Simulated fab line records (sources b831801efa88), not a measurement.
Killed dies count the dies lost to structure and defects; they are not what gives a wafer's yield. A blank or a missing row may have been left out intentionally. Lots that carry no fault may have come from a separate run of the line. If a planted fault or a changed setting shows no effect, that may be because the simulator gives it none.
One fault through the eyes of 2 desks | flow sky130 | numbers are kept per desk, each desk with only its own; the story behind them comes last

FOR THE TOOL OWNER'S DESK: pvd sputter-02
The tool's own readings at SKY_METAL1_SPUTTER_03 (material Ti, target thk 5 nm, time 3.3 s): means of the sampled wafers that have a number, for each lot that ran on this tool. If a lot's mean is further than 4 standard deviations from the usual mean, the lot is out of limits and carries the mark OUT (the distance appears in the brackets).
Columns: A = throttle valve pct at SKY_METAL1_SPUTTER_03, usual 30.1 %
lot  | first seen here | A
L517 | day 32 14:48    | 29.8
L535 | day 38 06:01    | 29.1
L537 | day 38 19:40    | 29.5
This desk's verdict: no lot among the 3 shows anything out of limits.

AT THE METROLOGY DESK
What the gauges read for every lot (on any tool): the sampled wafers with a number, averaged. If a lot's mean is further than 4 standard deviations from the usual mean, the lot is out of limits and carries the mark OUT (the distance appears in the brackets).
Columns: A = CONTACT_W_RS at SKY_CONTACT_RS_MEAS_25, usual 0.336 ohm/sq; B = CONTACT_W_THK at SKY_CONTACT_THK_MEAS_26, usual 337 nm
lot  | first seen here | A     | B
L517 | day 32 14:15    | 0.340 | 332
L518 | day 33 03:07    | 0.336 | 338
L535 | day 38 05:19    | 0.339 | 333
L537 | day 38 19:04    | 0.337 | 337
L539 | day 39 06:02    | 0.331 | 348
L540 | day 39 07:26    | 0.332 | 341
This desk's verdict: no lot among the 6 shows anything out of limits.

TAKEN TOGETHER
Nothing out of limits was seen by the tool owner's desk.
At the metrology desk, nothing out of limits was observed.

WHAT WAS PUT IN BY THE SIMULATOR
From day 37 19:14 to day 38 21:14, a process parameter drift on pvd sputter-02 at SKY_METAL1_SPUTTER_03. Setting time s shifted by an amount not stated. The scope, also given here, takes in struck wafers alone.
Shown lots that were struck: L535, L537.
